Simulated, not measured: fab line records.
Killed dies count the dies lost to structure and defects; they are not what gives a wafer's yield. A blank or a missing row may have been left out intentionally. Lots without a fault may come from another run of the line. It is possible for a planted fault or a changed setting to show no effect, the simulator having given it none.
The tool behind it: which one? | flow gf180mcu | 11 lots with 33 wafers sampled at 6 steps, on a route of 602 steps

== WHAT THE GAUGES READ, wafer by wafer ==
GF_M1_RS_MEAS_05: measurement is done with a four-point probe.
lot  | measured     | on            | M1_ALCU_RS (ohm/sq)
L821 | day 16 06:23 | film metro-01 | 0.0687 0.0686 0.0690
L822 | day 16 16:53 | film metro-02 | 0.0700 0.0693 0.0691
L824 | day 17 11:38 | film metro-02 | 0.0679 0.0685 0.0691
L825 | day 17 15:44 | film metro-04 | 0.0698 0.0708 0.0702
L829 | day 19 00:28 | film metro-01 | 0.0698 0.0695 0.0694
L834 | day 20 23:12 | film metro-01 | 0.0700 0.0700 0.0744
L840 | day 23 13:53 | film metro-02 | 0.0688 0.0676 0.0686
L841 | day 23 16:36 | film metro-04 | 0.0693 0.0681 0.0685
L842 | day 23 23:31 | film metro-04 | 0.0702 0.0702 0.0698
L844 | day 24 09:59 | film metro-01 | 0.0679 0.0688 0.0691
L843 | day 24 11:32 | film metro-04 | 0.0703 0.0712 0.0713

GF_M1_THK_MEAS_06: measures by xrf.
lot  | measured     | on            | M1_ALCU_THK (nm)
L821 | day 16 06:30 | film metro-01 | 455 455 452
L822 | day 16 17:00 | film metro-02 | 450 451 456
L824 | day 17 11:45 | film metro-02 | 463 458 455
L825 | day 17 15:51 | film metro-04 | 450 444 451
L829 | day 19 00:35 | film metro-01 | 453 453 455
L834 | day 20 23:19 | film metro-01 | 449 452 427
L840 | day 23 14:00 | film metro-02 | 456 461 456
L841 | day 23 16:42 | film metro-04 | 449 457 455
L842 | day 23 23:38 | film metro-04 | 444 442 447
L844 | day 24 10:06 | film metro-01 | 467 460 457
L843 | day 24 11:39 | film metro-04 | 445 438 439

GF_M1_CD_MEAS_14 targets a cd of 230 nm.
lot  | measured     | on        | cd nm (nm)
L821 | day 17 04:26 | cd sem-02 | 230.0 231.7 230.6
L822 | day 17 15:32 | cd sem-01 | 229.5 229.0 229.0
L824 | day 18 10:48 | cd sem-01 | 228.4 228.1 228.8
L825 | day 18 15:18 | cd sem-02 | 231.2 230.6 230.9
L829 | day 20 00:42 | cd sem-01 | 229.8 228.6 230.3
L834 | day 21 23:00 | cd sem-02 | 231.6 231.7 233.5
L840 | day 24 12:00 | cd sem-01 | 230.4 229.9 229.5
L841 | day 24 14:29 | cd sem-01 | 228.6 230.7 229.6
L842 | day 24 21:53 | cd sem-02 | 228.8 229.1 229.8
L844 | day 25 07:33 | cd sem-02 | 231.4 229.3 230.8
L843 | day 25 09:15 | cd sem-01 | 229.3 229.3 229.4

== EACH LOT AND THE TOOL THAT RAN IT (in order: tool; ch and the chambers of the sampled wafers; start) ==
lot  | GF_SALICIDE_RTA_06               | GF_CONTACT_CVD_02               | GF_M1_SPUTTER_02
L821 | rtp anneal-01 ch 0, day 15 06:29 | pecvd-03 ch 0,2, day 15 06:53   | pvd sputter-02, day 16 06:17
L822 | rtp anneal-01 ch 0, day 15 16:11 | pecvd-04 ch 0,2, day 15 16:53   | pvd sputter-02, day 16 16:47
L824 | rtp anneal-01 ch 0, day 16 10:44 | pecvd-01 ch 0,1,2, day 16 11:08 | pvd sputter-01, day 17 11:32
L825 | rtp anneal-02 ch 0, day 16 14:38 | pecvd-01 ch 0,1,2, day 16 15:02 | pvd sputter-02, day 17 15:38
L829 | rtp anneal-01 ch 0, day 17 22:08 | pecvd-01 ch 0,2, day 17 22:32   | pvd sputter-02, day 19 00:23
L834 | rtp anneal-01 ch 0, day 19 20:43 | pecvd-01 ch 0,1,2, day 19 21:07 | pvd sputter-02, day 20 23:07
L840 | rtp anneal-02 ch 0, day 22 12:28 | pecvd-03 ch 1,2, day 22 12:51   | pvd sputter-01, day 23 13:47
L841 | rtp anneal-02 ch 0, day 22 15:10 | pecvd-04 ch 0,1, day 22 15:32   | pvd sputter-01, day 23 16:28
L842 | rtp anneal-01 ch 0, day 22 22:31 | pecvd-04 ch 0,1,2, day 22 22:55 | pvd sputter-02, day 23 23:25
L844 | rtp anneal-01 ch 0, day 23 08:58 | pecvd-01 ch 0,2, day 23 09:20   | pvd sputter-02, day 24 09:53
L843 | rtp anneal-02 ch 0, day 23 11:13 | pecvd-03 ch 0,2, day 23 11:42   | pvd sputter-03, day 24 11:26
- GF_SALICIDE_RTA_06: time 30 s.
- GF_CONTACT_CVD_02: deposits SiO2 from TEOS, target thk 860 nm, time 95.992 s.
- GF_M1_SPUTTER_02: material AlCu, target thk 450 nm, time 23.9 s.

== AS READ BY THE TOOLS THEMSELVES (means over the sampled wafers that have a number; for cases with no such wafer, the mark the record gives instead) ==
GF_SALICIDE_RTA_06.
lot  | tool          | lamp power pct (%) | wafer_temp_C_max
L821 | rtp anneal-01 | 5.99               | 532.3
L822 | rtp anneal-01 | 5.98               | 532.3
L824 | rtp anneal-01 | 5.98               | 532.0
L825 | rtp anneal-02 | 6.42               | 531.9
L829 | rtp anneal-01 | 5.99               | 532.6
L834 | rtp anneal-01 | 5.98               | 532.2
L840 | rtp anneal-02 | 6.41               | 532.4
L841 | rtp anneal-02 | 6.42               | 532.1
L842 | rtp anneal-01 | 5.98               | 532.0
L844 | rtp anneal-01 | 5.98               | 532.2
L843 | rtp anneal-02 | 6.41               | 532.2

GF_CONTACT_CVD_02.
lot  | tool     | heater power w (W) | susceptor temp C (C)
L821 | pecvd-03 | 693                | 400.26
L822 | pecvd-04 | 649                | 400.00
L824 | pecvd-01 | 755                | 400.13
L825 | pecvd-01 | 652                | 400.05
L829 | pecvd-01 | 694                | 399.90
L834 | pecvd-01 | 762                | 400.01
L840 | pecvd-03 | 645                | 399.95
L841 | pecvd-04 | 692                | 399.85
L842 | pecvd-04 | 654                | 399.93
L844 | pecvd-01 | 723                | 400.05
L843 | pecvd-03 | 701                | 399.93

GF_M1_SPUTTER_02.
lot  | tool           | cathode dc power W (W) | chamber pressure pa (Pa) | throttle valve pct (%)
L821 | pvd sputter-02 | 10599                  | 0.3992                   | 30.5
L822 | pvd sputter-02 | 10600                  | 0.3995                   | 30.6
L824 | pvd sputter-01 | 10601                  | 0.4007                   | 30.7
L825 | pvd sputter-02 | 10599                  | 0.3997                   | 29.8
L829 | pvd sputter-02 | 10600                  | 0.3995                   | 30.6
L834 | pvd sputter-02 | 10601                  | 0.4235                   | 29.4
L840 | pvd sputter-01 | 10602                  | 0.3997                   | 31.0
L841 | pvd sputter-01 | 10601                  | 0.3989                   | 31.0
L842 | pvd sputter-02 | 10601                  | 0.4003                   | 30.3
L844 | pvd sputter-02 | 10601                  | 0.3997                   | 29.9
L843 | pvd sputter-03 | 10601                  | 0.3998                   | 28.4

== THE ANSWER, worked out from the rows above alone ==
Rule: the usual values come from the lots themselves. Put in order of their means at a reading, lots are off if they are a third of the lots or fewer, leave a main group of 4 or more, and stand apart from it by a gap of 3 or more times the standard deviation of the main group's means; of several such gaps the widest counts. If all means in a main group match to the digits the tables above print for the reading, that group is not used. Also off: a lot with no number at a reading for which 4 or more lots have one. All remaining lots with rows at the step are treated as sound. Order of review: gauges by route order, followed by the tools' own readings, for which a lot's mean as printed above is used. The first step at which some lot is off is used, and at that step the reading that is off furthest; a lot without a number counts as furthest.
Off at GF_M1_SPUTTER_02 (chamber pressure pa): L834. The main group: mean 0.3997 Pa, standard deviation 0.00048.
If a tool, at that step or one of the process steps before it, ran each lot that is off and ran no sound lot following the first of them, it fits. None of those tried fits.

== WHAT THE SIMULATOR PUT IN ==
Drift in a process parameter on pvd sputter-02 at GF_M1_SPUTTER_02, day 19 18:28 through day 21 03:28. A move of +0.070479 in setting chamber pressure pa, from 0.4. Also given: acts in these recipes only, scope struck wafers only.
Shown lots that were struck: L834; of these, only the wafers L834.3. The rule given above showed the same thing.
